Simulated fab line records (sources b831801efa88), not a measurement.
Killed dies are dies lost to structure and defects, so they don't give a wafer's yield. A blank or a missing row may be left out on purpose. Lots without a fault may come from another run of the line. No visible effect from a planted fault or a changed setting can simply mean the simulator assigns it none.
Which tool did it? | flow gf180mcu | Sampling: 12 lots, 36 wafers, 5 of 602 route steps

== WHAT THE GAUGES SHOWED, per wafer ==
GF_V1_RS_MEAS_24: uses a four-point probe to measure. Usual: V1_W_RS 0.327 ohm/sq, standard deviation 0.0049.
lot  | measured     | on           | V1_W_RS (ohm/sq)  | flag
L398 | day 18 19:48 | filmMetro-02 | 0.330 0.329 0.329 | 
L399 | day 18 20:46 | filmMetro-01 | 0.327 0.320 0.324 | 
L400 | day 19 08:58 | filmMetro-03 | 0.325 0.323 0.328 | 
L401 | day 19 16:21 | filmMetro-03 | 0.330 0.327 0.327 | 
L402 | day 19 22:20 | filmMetro-02 | 0.323 0.325 0.321 | 
L408 | day 22 07:01 | filmMetro-01 | 0.317 0.324 0.316 | 
L413 | day 23 17:40 | filmMetro-03 | 0.331 0.330 0.331 | 
L414 | day 23 23:38 | filmMetro-01 | 0.326 0.319 0.328 | 
L415 | day 24 10:49 | filmMetro-01 | 0.332 0.332 0.330 | 
L417 | day 25 07:31 | filmMetro-01 | 0.335 0.338 0.336 | 
L419 | day 25 17:04 | filmMetro-02 | 0.326 0.326 0.331 | 
L421 | day 26 05:43 | filmMetro-03 | 0.329 0.327 0.327 | 

GF_V2_THK_MEAS_03. Usual: V2_CVD_02_THK 855 nm, standard deviation 9.9.
lot  | measured     | on           | V2_CVD_02_THK (nm) | flag
L398 | day 19 22:51 | filmMetro-02 | 857 871 875        | 
L399 | day 19 23:35 | filmMetro-04 | 859 852 871        | 
L400 | day 20 11:14 | filmMetro-01 | 849 865 863        | 
L401 | day 20 18:22 | filmMetro-02 | 839 842 861        | 
L402 | day 20 23:35 | filmMetro-01 | 850 860 864        | 
L408 | day 23 08:42 | filmMetro-01 | 851 848 859        | 
L413 | day 24 17:14 | filmMetro-02 | 836 847 813        | 
L414 | day 24 23:04 | filmMetro-02 | 853 856 875        | 
L415 | day 25 10:11 | filmMetro-02 | 848 845 863        | 
L417 | day 26 05:58 | filmMetro-02 | 839 845 858        | 
L419 | day 26 15:19 | filmMetro-04 | 849 851 853        | 
L421 | day 27 03:37 | filmMetro-04 | 848 853 869        | 

== EACH LOT AND THE TOOL THAT RAN IT (in order: tool; ch and the chambers of the sampled wafers; start) ==
lot  | GF_V1_CVD_23                 | GF_M2_SPUTTER_01            | GF_V2_CVD_02
L398 | cvdW-02 ch 0,1, day 18 19:41 | pvdSputter-03, day 18 20:20 | pecvd-02 ch 0,2, day 19 22:46
L399 | cvdW-01 ch 0,1, day 18 20:39 | pvdSputter-01, day 18 21:20 | pecvd-01 ch 1,2, day 19 23:29
L400 | cvdW-02 ch 0,1, day 19 08:50 | pvdSputter-03, day 19 09:31 | pecvd-02 ch 1,2, day 20 11:09
L401 | cvdW-02 ch 0,1, day 19 16:13 | pvdSputter-01, day 19 16:55 | pecvd-02 ch 0,2, day 20 18:17
L402 | cvdW-01 ch 1, day 19 22:13   | pvdSputter-03, day 19 22:55 | pecvd-02 ch 0,2, day 20 23:31
L408 | cvdW-01 ch 0,1, day 22 06:53 | pvdSputter-01, day 22 07:35 | pecvd-01 ch 1,2, day 23 08:37
L413 | cvdW-01 ch 1, day 23 17:31   | pvdSputter-04, day 23 18:21 | pecvd-01 ch 0,1,2, day 24 17:10
L414 | cvdW-01 ch 0,1, day 23 23:31 | pvdSputter-01, day 24 00:13 | pecvd-04 ch 0,2, day 24 22:59
L415 | cvdW-02 ch 0,1, day 24 10:42 | pvdSputter-01, day 24 11:23 | pecvd-02 ch 0,2, day 25 10:05
L417 | cvdW-02 ch 0,1, day 25 07:23 | pvdSputter-04, day 25 08:06 | pecvd-04 ch 0,2, day 26 05:53
L419 | cvdW-02 ch 0,1, day 25 16:56 | pvdSputter-01, day 25 17:38 | pecvd-04 ch 1,2, day 26 15:15
L421 | cvdW-01 ch 1, day 26 05:30   | pvdSputter-04, day 26 06:18 | pecvd-02 ch 0,2, day 27 03:33
- GF_V1_CVD_23: deposits W, target thk 350 nm, time 105.05 s.
- GF_M2_SPUTTER_01: material TiN, target thk 30 nm, time 25 s.
- GF_V2_CVD_02: deposits SiO2 from TEOS, target thk 850 nm, time 94.851 s.

== WHAT THE TOOLS THEMSELVES READ (means of the sampled wafers that have a number; where no wafer has one, the mark that the record gives instead) ==
GF_V1_CVD_23. Usual: 767 W for heaterPowerW, sd 39.
lot  | tool    | heaterPowerW (W) | flag
L398 | cvdW-02 | 741              | 
L399 | cvdW-01 | 772              | 
L400 | cvdW-02 | 766              | 
L401 | cvdW-02 | 762              | 
L402 | cvdW-01 | 736              | 
L408 | cvdW-01 | 794              | 
L413 | cvdW-01 | 747              | 
L414 | cvdW-01 | 772              | 
L415 | cvdW-02 | 745              | 
L417 | cvdW-02 | 764              | 
L419 | cvdW-02 | 765              | 
L421 | cvdW-01 | 744              | 

GF_M2_SPUTTER_01. Usual: 30.5 % for throttleValvePct, sd 0.75.
lot  | tool          | throttleValvePct (%) | flag
L398 | pvdSputter-03 | 30.8                 | 
L399 | pvdSputter-01 | 29.6                 | 
L400 | pvdSputter-03 | 30.4                 | 
L401 | pvdSputter-01 | 29.5                 | 
L402 | pvdSputter-03 | 31.1                 | 
L408 | pvdSputter-01 | 29.5                 | 
L413 | pvdSputter-04 | 31.2                 | 
L414 | pvdSputter-01 | 29.9                 | 
L415 | pvdSputter-01 | 29.8                 | 
L417 | pvdSputter-04 | 30.9                 | 
L419 | pvdSputter-01 | 29.5                 | 
L421 | pvdSputter-04 | 30.8                 | 

GF_V2_CVD_02. Usual: heaterPowerW 681 W, standard deviation 100; rfFwdPowerW 596.2 W, standard deviation 2.
lot  | tool     | heaterPowerW (W) | rfFwdPowerW (W) | flag
L398 | pecvd-02 | 595              | 596.1           | 
L399 | pecvd-01 | 821              | 593.1           | 
L400 | pecvd-02 | 732              | 597.3           | 
L401 | pecvd-02 | 567              | 596.6           | 
L402 | pecvd-02 | 653              | 596.5           | 
L408 | pecvd-01 | 807              | 594.1           | 
L413 | pecvd-01 | 724              | 562.6           | OFF
L414 | pecvd-04 | 671              | 595.0           | 
L415 | pecvd-02 | 539              | 596.3           | 
L417 | pecvd-04 | 637              | 597.0           | 
L419 | pecvd-04 | 671              | 598.0           | 
L421 | pecvd-02 | 660              | 597.2           | 

== THE ANSWER, worked out from the rows above alone ==
Rule: a lot is off if the mean of its wafers that have a number lies more than 3 standard deviations from the usual mean. Also off: a lot with no number at a reading for which 4 or more lots have one. All remaining lots with rows at the step are treated as sound. First the gauges in route order, then the tools' own readings, where a lot's mean is used as printed above. At the first step where some lot is off, the reading lying furthest off is the one used; lots without a number count as furthest.
Off: L413 (GF_V2_CVD_02, rfFwdPowerW).
A tool fits if, at that step or a process step before it, it ran every lot that is off, and no sound lot after the first of them. One candidate fits, namely pecvd-01 at GF_V2_CVD_02. Its last sound lot is L408 (day 23 08:37), its first lot that is off L413 (day 24 17:10): a fault that began between those two fits.
The tool's own readings at GF_V2_CVD_02 bear it out: on the lots that are off they differ by more than 5 times the standard deviation of the sound lots' means. rfFwdPowerW reads 562.6 W there against 596.1 W on the sound lots.

== WHAT WAS PUT IN BY THE SIMULATOR ==
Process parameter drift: pecvd-01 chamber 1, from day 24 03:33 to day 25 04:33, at GF_V2_CVD_02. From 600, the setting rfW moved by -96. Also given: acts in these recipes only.
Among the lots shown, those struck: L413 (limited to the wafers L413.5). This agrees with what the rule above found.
